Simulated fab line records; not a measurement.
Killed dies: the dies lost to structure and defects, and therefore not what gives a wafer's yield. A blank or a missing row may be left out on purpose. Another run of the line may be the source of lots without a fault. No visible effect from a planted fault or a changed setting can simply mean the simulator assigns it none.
Matching of chambers || flow sky130 || cmp-01 running SKY_VIA3_CMP_24: 4 sister chambers
The step polishes, stops on SiO2, t overpolish 20 s, target thk 0 nm. 8 wafers are shown with their chamber, then 9 later ones without.

## WAFERS WITH THEIR CHAMBER
{"wafer": "L717.6", "chamber": 3, "motorCurrentA (A)": 10.4, "timeToEndpointS (s)": 95}
{"wafer": "L720.2", "chamber": 3, "motorCurrentA (A)": 10.7, "timeToEndpointS (s)": 90}
{"wafer": "L722.1", "chamber": 2, "motorCurrentA (A)": 9.0, "timeToEndpointS (s)": 87}
{"wafer": "L725.1", "chamber": 0, "motorCurrentA (A)": 10.9, "timeToEndpointS (s)": 92}
{"wafer": "L725.5", "chamber": 1, "motorCurrentA (A)": 10.9, "timeToEndpointS (s)": 92}
{"wafer": "L726.2", "chamber": 2, "motorCurrentA (A)": 9.6, "timeToEndpointS (s)": 88}
{"wafer": "L726.4", "chamber": 0, "motorCurrentA (A)": 11.1, "timeToEndpointS (s)": 92}
{"wafer": "L726.6", "chamber": 1, "motorCurrentA (A)": 11.1, "timeToEndpointS (s)": 94}

## WAFERS MISSING THEIR CHAMBER
{"wafer": "L729.1", "motorCurrentA (A)": 11.3, "timeToEndpointS (s)": 94}
{"wafer": "L729.2", "motorCurrentA (A)": 11.2, "timeToEndpointS (s)": 85}
{"wafer": "L729.6", "motorCurrentA (A)": 9.4, "timeToEndpointS (s)": 84}
{"wafer": "L735.1", "motorCurrentA (A)": 9.4, "timeToEndpointS (s)": 85}
{"wafer": "L735.4", "motorCurrentA (A)": 10.7, "timeToEndpointS (s)": 98}
{"wafer": "L735.6", "motorCurrentA (A)": 11.0, "timeToEndpointS (s)": 91}
{"wafer": "L736.1", "motorCurrentA (A)": 9.6, "timeToEndpointS (s)": 89}
{"wafer": "L736.3", "motorCurrentA (A)": 11.3, "timeToEndpointS (s)": 96}
{"wafer": "L736.6", "motorCurrentA (A)": 10.8, "timeToEndpointS (s)": 98}

## WHICH CHAMBER EACH WENT THROUGH
{"wafer": "L729.1", "from the rows above": "can't be placed: 1 or 0 or 3", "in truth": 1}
{"wafer": "L729.2", "from the rows above": "can't be placed: 0 or 1 or 3", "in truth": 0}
{"wafer": "L729.6", "from the rows above": 2, "in truth": 2}
{"wafer": "L735.1", "from the rows above": 2, "in truth": 2}
{"wafer": "L735.4", "from the rows above": "can't be placed: 1 or 3 or 0", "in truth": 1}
{"wafer": "L735.6", "from the rows above": "can't be placed: 0 or 1 or 3", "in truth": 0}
{"wafer": "L736.1", "from the rows above": 2, "in truth": 2}
{"wafer": "L736.3", "from the rows above": "can't be placed: 1 or 0 or 3", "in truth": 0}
{"wafer": "L736.6", "from the rows above": "can't be placed: 1 or 3 or 0", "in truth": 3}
3 of 9 placed correctly. These rows do not allow placing 6 (true chamber among the candidates in 6). Placed wrongly: 0.
How it was worked out, from the rows above alone: a wafer's distance from a chamber is the root of the sum, over the readings, of the square of ((its reading less the chamber's mean) divided by the reading's scatter). The wafer belongs to the nearest chamber; if the next one is less than 2 further off, it can't be placed. A chamber's mean is the mean of its shown wafers. The scatter is the square root of a quotient: the sum, over the shown wafers, of each reading's squared deviation from its chamber's mean, divided by wafers minus chambers.
